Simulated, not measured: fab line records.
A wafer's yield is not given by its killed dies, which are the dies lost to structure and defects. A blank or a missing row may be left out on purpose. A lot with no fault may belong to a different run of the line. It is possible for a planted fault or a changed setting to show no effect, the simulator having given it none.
Struck lot and sound lot, side by side | flow sky130 | 43 out of 708 route steps
Sound: these wafers, L183.2, L183.3, L183.4. The struck wafers were L196.1, L196.3, L196.6. At the end, the cause is stated.
At each step with rows: each side's tool, then ch and its chambers, then its first start. Under that, the readings that differ: sound wafers | struck wafers | difference of the means | sigmas: that difference in standard deviations of wafers without a fault.
alike: readings with means less than 2 such deviations apart, plus words and numbers identical on both sides. not compared: withheld readings, readings lacking a value on some wafer, bounds such as >300 that could conceal the same value, and numbers that have no deviation in the record and whose values overlap.
Wherever a step has rows on one side only, a row that says differs or no value, or a row with sigmas, the two part there. Numbers that have no deviation but don't overlap get no sigmas and don't part them. Lack of a reading on every wafer of one side parts them only where that side has two or more wafers.

first, 5 steps without rows for these wafers: SKY_VT_ADJUST_NCORE_COAT_02 (resist thk 1140 nm); SKY_VT_ADJUST_NCORE_SOFTBAKE_03 (time 60 s); SKY_VT_ADJUST_NCORE_EXPOSE_04 (exposes mask LVTN COMPLEMENT THIN, target cd 380 nm); SKY_VT_ADJUST_NCORE_PEB_05; SKY_VT_ADJUST_NCORE_DEVELOP_06 (develop time 60 s).
SKY_VT_ADJUST_NCORE_CD_MEAS_07: target cd 380 nm.
  sound: cd sem-01 at day 9 01:30; struck: cd sem-02 at day 12 23:44
  alike: cd nm
SKY_VT_ADJUST_NCORE_OVL_MEAS_08:
  sound: overlay-02 at day 9 01:36; struck: overlay-02 at day 12 23:51
  alike: VT_ADJUST_NCORE_OVL
following that, these wafers have no rows for 1 step: SKY_VT_ADJUST_NCORE_IMPLANT_09.
SKY_VT_ADJUST_NCORE_STRIP_10: strips in O2/N2.
  sound on plasma asher-03 ch 0,1, day 9 01:47; struck on plasma asher-02 ch 1, day 13 00:02
  alike: drypump motor current A, oes product au, strip time to endpoint s
  not compared: rf hours counter h
SKY_VT_ADJUST_NCORE_TW_MEAS_11:
  sound: film metro-01 at day 9 01:53; struck: film metro-02 at day 13 00:08
  alike: VT_ADJUST_NCORE_TW
then, 2 steps without rows for these wafers: SKY_VT_ADJUST_HVTR_DEHYDRATE_00 (time 60 s); SKY_VT_ADJUST_HVTR_HMDS_01 (prime time 60 s).
SKY_VT_ADJUST_HVTR_COAT_02: resist thk 1140 nm.
  struck on litho track-03, day 13 12:17; sound on litho track-03 ch 0, day 9 12:31
  no value came back on the struck wafers for chill plate temp C (C), dispense pressure kPa (kPa); on the sound wafers chill plate temp C (C) reads 22.99 22.97 23.16
then, 4 steps without rows for these wafers: SKY_VT_ADJUST_HVTR_SOFTBAKE_03 (time 60 s); SKY_VT_ADJUST_HVTR_EXPOSE_04 (exposes mask HVTRM, target cd 380 nm); SKY_VT_ADJUST_HVTR_PEB_05; SKY_VT_ADJUST_HVTR_DEVELOP_06 (develop time 60 s).
SKY_VT_ADJUST_HVTR_CD_MEAS_07: target cd 380 nm.
  sound: cd sem-02 at day 9 23:46; struck: cd sem-01 at day 14 00:56
  reading    | sound             | struck | difference                    | sigmas
  cd nm (nm) | 378.9 377.2 379.2 | - - -  | no value on the struck wafers |
SKY_VT_ADJUST_HVTR_OVL_MEAS_08:
  sound: overlay-01 at day 9 23:52; struck: overlay-01 at day 14 01:04
  reading                 | sound       | struck | difference                    | sigmas
  VT_ADJUST_HVTR_OVL (nm) | 0.1 1.6 1.1 | - - -  | no value on the struck wafers |
following that, these wafers have no rows for 1 step: SKY_VT_ADJUST_HVTR_IMPLANT_09.
SKY_VT_ADJUST_HVTR_STRIP_10: strips in O2/N2.
  sound on plasma asher-01 ch 0,1, day 10 00:02; struck on plasma asher-04 ch 0,1, day 14 01:15
  no value came back on the struck wafers for oes product au (a.u.), strip time to endpoint s (s); on the sound wafers oes product au (a.u.) reads 0.722 0.712 0.719
  alike: drypump motor current A
  not compared: rf hours counter h
SKY_VT_ADJUST_HVTR_TW_MEAS_11:
  sound: film metro-01 at day 10 00:09; struck: film metro-01 at day 14 01:20
  alike: VT_ADJUST_HVTR_TW
then, 7 steps without rows for these wafers: SKY_VT_ADJUST_PCH_DEHYDRATE_00 (time 60 s); SKY_VT_ADJUST_PCH_HMDS_01 (prime time 60 s); SKY_VT_ADJUST_PCH_COAT_02 (resist thk 3000 nm); SKY_VT_ADJUST_PCH_SOFTBAKE_03; SKY_VT_ADJUST_PCH_EXPOSE_04 (exposes mask NWM, target cd 840 nm); SKY_VT_ADJUST_PCH_PEB_05; SKY_VT_ADJUST_PCH_DEVELOP_06 (develop time 58.49 s).
SKY_VT_ADJUST_PCH_OVL_MEAS_07:
  sound: overlay-02 at day 10 23:20; struck: overlay-02 at day 15 04:05
  alike: VT_ADJUST_PCH_OVL
following that, these wafers have no rows for 1 step: SKY_VT_ADJUST_PCH_IMPLANT_08.
SKY_VT_ADJUST_PCH_STRIP_09: strips in O2/N2.
  sound on plasma asher-02 ch 0,1, day 10 23:31; struck on plasma asher-03 ch 0, day 15 04:16
  reading                     | sound       | struck      | difference | sigmas
  drypump motor current A (A) | 5.0 5.0 6.2 | 6.5 6.5 6.5 | +1.1       | +2
  alike: oes product au, strip time to endpoint s
  not compared: rf hours counter h
SKY_VT_ADJUST_PCH_TW_MEAS_10:
  sound: film metro-04 at day 10 23:38; struck: film metro-03 at day 15 04:22
  reading          | sound             | struck            | difference | sigmas
  VT_ADJUST_PCH_TW | 144.2 144.5 144.5 | 222.3 221.3 221.6 | +77.3      | +55
then, 7 steps without rows for these wafers: SKY_SONOS_TUNNEL_DEHYDRATE_00 (time 60 s); SKY_SONOS_TUNNEL_HMDS_01 (prime time 60 s); SKY_SONOS_TUNNEL_COAT_02 (resist thk 1140 nm); SKY_SONOS_TUNNEL_SOFTBAKE_03 (time 60 s); SKY_SONOS_TUNNEL_EXPOSE_04 (exposes mask TUNM, target cd 410 nm); SKY_SONOS_TUNNEL_PEB_05; SKY_SONOS_TUNNEL_DEVELOP_06 (develop time 60 s).
SKY_SONOS_TUNNEL_CD_MEAS_07: target cd 410 nm.
  sound: cd sem-01 at day 11 23:21; struck: cd sem-02 at day 16 08:06
  alike: cd nm
SKY_SONOS_TUNNEL_OVL_MEAS_08:
  sound: overlay-01 at day 11 23:27; struck: overlay-01 at day 16 08:13
  alike: SONOS_TUNNEL_OVL
SKY_SONOS_TUNNEL_TW_MEAS_12:
  sound: film metro-04 at day 11 23:54; struck: film metro-02 at day 16 08:40
  reading         | sound             | struck            | difference | sigmas
  SONOS_TUNNEL_TW | 198.7 197.8 198.4 | 247.8 246.0 245.2 | +48.0      | +21

WHERE THEY PART
First at SKY_VT_ADJUST_HVTR_COAT_02; last, within this record, at SKY_SONOS_TUNNEL_TW_MEAS_12.

WHY: whatever the simulator had introduced
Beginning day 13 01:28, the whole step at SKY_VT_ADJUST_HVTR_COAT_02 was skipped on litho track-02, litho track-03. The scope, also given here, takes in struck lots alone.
